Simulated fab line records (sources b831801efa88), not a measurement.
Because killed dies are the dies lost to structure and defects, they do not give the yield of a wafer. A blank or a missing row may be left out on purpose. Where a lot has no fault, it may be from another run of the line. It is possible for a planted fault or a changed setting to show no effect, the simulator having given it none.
Matching of chambers | flow gf180mcu | rie-si-02 running GF_POLY_GATE_ETCH_13: 4 sister chambers
The step etches poly-Si in HBr/Cl2, stops on SiO2, target depth 198.5 nm, time 69.6 s. 20 wafers are shown with their chamber, then 9 later ones without.

EACH WAFER AND ITS CHAMBER
wafer  | chamber | drypump-motor-current-A (A) | oes-product-au (a.u.) | throttle-valve-pct (%)
L677.1 | 1       | 5.5                         | 0.974                 | 33.687
L677.2 | 2       | 5.2                         | 0.967                 | 33.679
L677.3 | 0       | 5.2                         | 0.992                 | 33.693
L678.1 | 2       | 5.2                         | 0.975                 | 33.680
L678.2 | 0       | 5.1                         | 0.990                 | 33.684
L678.6 | 0       | 5.2                         | 0.989                 | 33.685
L679.1 | 3       | 6.7                         | 0.974                 | 33.685
L679.2 | 1       | 5.5                         | 0.985                 | 33.690
L679.4 | 2       | 5.2                         | 0.974                 | 33.683
L680.1 | 1       | 5.4                         | 0.999                 | 33.675
L680.3 | 3       | 6.7                         | 0.980                 | 33.696
L680.6 | 2       | 5.2                         | 0.981                 | 33.679
L681.1 | 1       | 5.5                         | 0.978                 | 33.687
L681.3 | 3       | 6.7                         | 0.973                 | 33.696
L681.6 | 2       | 5.2                         | 0.975                 | 33.691
L682.1 | 0       | 5.2                         | 0.999                 | 33.686
L682.4 | 3       | 6.7                         | 0.978                 | 33.683
L682.5 | 2       | 5.2                         | 0.972                 | 33.684
L683.3 | 3       | 6.7                         | 0.983                 | 33.680
L683.4 | 2       | 5.2                         | 0.984                 | 33.682

SIGNATURES (averages over the wafers above)
reading                 | chamber 0 | chamber 1 | chamber 2 | chamber 3 | scatter within a chamber
drypump-motor-current-A | 5.175     | 5.475     | 5.200     | 6.700     | 0.0306
oes-product-au          | 0.99250   | 0.98400   | 0.97543   | 0.97760   | 0.00653
throttle-valve-pct      | 33.68700  | 33.68475  | 33.68257  | 33.68800  | 0.00567
Rule: distance of a wafer from a chamber = root of the sum over the readings of ((wafer's reading minus chamber's mean) / reading's scatter) squared. If the next closest chamber is less than 2 further off than the closest, the wafer can't be placed; otherwise it belongs to the closest. The scatter: take each reading less its chamber's mean, square it, sum over the shown wafers, divide by the number of wafers less the number of chambers, and take the root.

WAFERS WITHOUT THEIR CHAMBER
wafer  | drypump-motor-current-A (A) | oes-product-au (a.u.) | throttle-valve-pct (%)
L683.6 | 5.2                         | 0.982                 | 33.685
L684.1 | 5.2                         | 1.000                 | 33.679
L684.2 | 5.5                         | 0.988                 | 33.690
L684.6 | 5.2                         | 0.980                 | 33.683
L692.5 | 5.2                         | 0.973                 | 33.685
L693.5 | 5.2                         | 0.980                 | 33.670
L699.3 | 6.7                         | 0.992                 | 33.688
L699.4 | 5.2                         | 0.991                 | 33.681
L699.5 | 6.7                         | 0.993                 | 33.675

WHICH CHAMBER EACH ONE RAN IN
wafer  | from the rows above     | in truth
L683.6 | can't be placed: 2 or 0 | 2
L684.1 | can't be placed: 0 or 2 | 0
L684.2 | 1                       | 1
L684.6 | can't be placed: 2 or 0 | 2
L692.5 | 2                       | 2
L693.5 | can't be placed: 2 or 0 | 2
L699.3 | 3                       | 3
L699.4 | can't be placed: 0 or 2 | 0
L699.5 | 3                       | 3
Placed correctly: 4 of 9. Cannot be placed on the basis of these rows: 5; the candidates contain the true chamber in 5. Wrongly placed: 0.
